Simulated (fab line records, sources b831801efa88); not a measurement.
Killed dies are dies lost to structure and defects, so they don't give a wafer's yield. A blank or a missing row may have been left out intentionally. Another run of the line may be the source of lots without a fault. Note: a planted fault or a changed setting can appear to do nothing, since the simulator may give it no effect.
A single fault, viewed from 2 desks / flow gf180mcu / each desk holds nothing but its own numbers, with what lay behind them at the end

== METROLOGY DESK ==
What the gauges read for every lot (on any tool): the sampled wafers with a number, averaged. A lot is out of limits, marked OUT, if its mean lies more than 4 standard deviations from the usual mean; the brackets give that distance.
Columns: A = cdNm at GF_M1_CD_MEAS_14, usual 230.0 nm; B = M1_OVL at GF_M1_OVL_MEAS_15, usual -2 nm
lot=L601; first seen here=day 17 01:10; A=230.1; B=-9
lot=L602; first seen here=day 17 17:27; A=231.6; B=-4
lot=L605; first seen here=day 18 16:10; A=229.4; B=-8
lot=L610; first seen here=day 20 12:45; A=229.8; B=0
lot=L612; first seen here=day 21 08:34; A=231.1; B=3
lot=L613; first seen here=day 21 16:34; A=229.9; B=1
lot=L614; first seen here=day 22 01:34; A=229.5; B=-3
lot=L618; first seen here=day 23 09:33; A=231.3; B=-0
lot=L620; first seen here=day 23 23:52; A=228.9; B=-7
lot=L621; first seen here=day 24 08:13; A=229.3; B=-3
lot=L622; first seen here=day 24 11:43; A=230.6; B=-5
lot=L623; first seen here=day 25 01:52; A=231.4; B=-4
lot=L624; first seen here=day 25 02:50; A=230.1; B=8
This desk's verdict: no lot among the 13 shows anything out of limits.

== DESK OF THE TOOL OWNER: plasmaAsher-04 ==
The tool's own readings at GF_M1_STRIP_17 (strips in O2/N2): means of the sampled wafers that have a number, for each lot that ran on this tool. A lot is out of limits, marked OUT, if its mean lies more than 4 standard deviations from the usual mean; the brackets give that distance.
Columns: A = drypumpMotorCurrentA at GF_M1_STRIP_17, usual 5.7 A; B = heaterPowerW at GF_M1_STRIP_17, usual 334 W; C = n2FlowSccm at GF_M1_STRIP_17, usual 300.1 sccm; D = o2FlowSccm at GF_M1_STRIP_17, usual 3000 sccm; E = oesProductAu at GF_M1_STRIP_17, usual 0.536 a.u.; F = stripTimeToEndpointS at GF_M1_STRIP_17, usual 7.37 s
lot=L601; first seen here=day 17 01:27; A=5.7; B=344; C=300.0; D=2998; E=0.531; F=7.32
lot=L610; first seen here=day 20 13:02; A=5.8; B=350; C=299.8; D=2392 (-71) OUT; E=0.537; F=7.53
lot=L612; first seen here=day 21 08:52; A=5.8; B=346; C=299.6; D=2404 (-69) OUT; E=0.536; F=7.42
This desk's finding: out of limits on L610, L612; first on L610, day 20 13:02 (o2FlowSccm at GF_M1_STRIP_17). In limits: L601.

== TAKEN TOGETHER ==
At day 20 13:02, on L610, L612, the tool owner's desk was in a position to raise an alarm.
From the metrology desk's view, nothing was out of limits.
The metrology desk holds a record of L610, L612, inside its limits.
Of the lots named, all ran GF_M1_STRIP_17 on plasmaAsher-04.

== WHAT THE SIMULATOR PUT IN ==
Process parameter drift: plasmaAsher-04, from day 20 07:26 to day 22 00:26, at GF_M1_STRIP_17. Setting o2FlowSccm, moved by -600, from 3000. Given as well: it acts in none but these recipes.
Struck lots among those shown: L610, L612.
How many hours passed from the start of the fault until each desk's first out-of-limits reading: the tool owner's desk, 6.
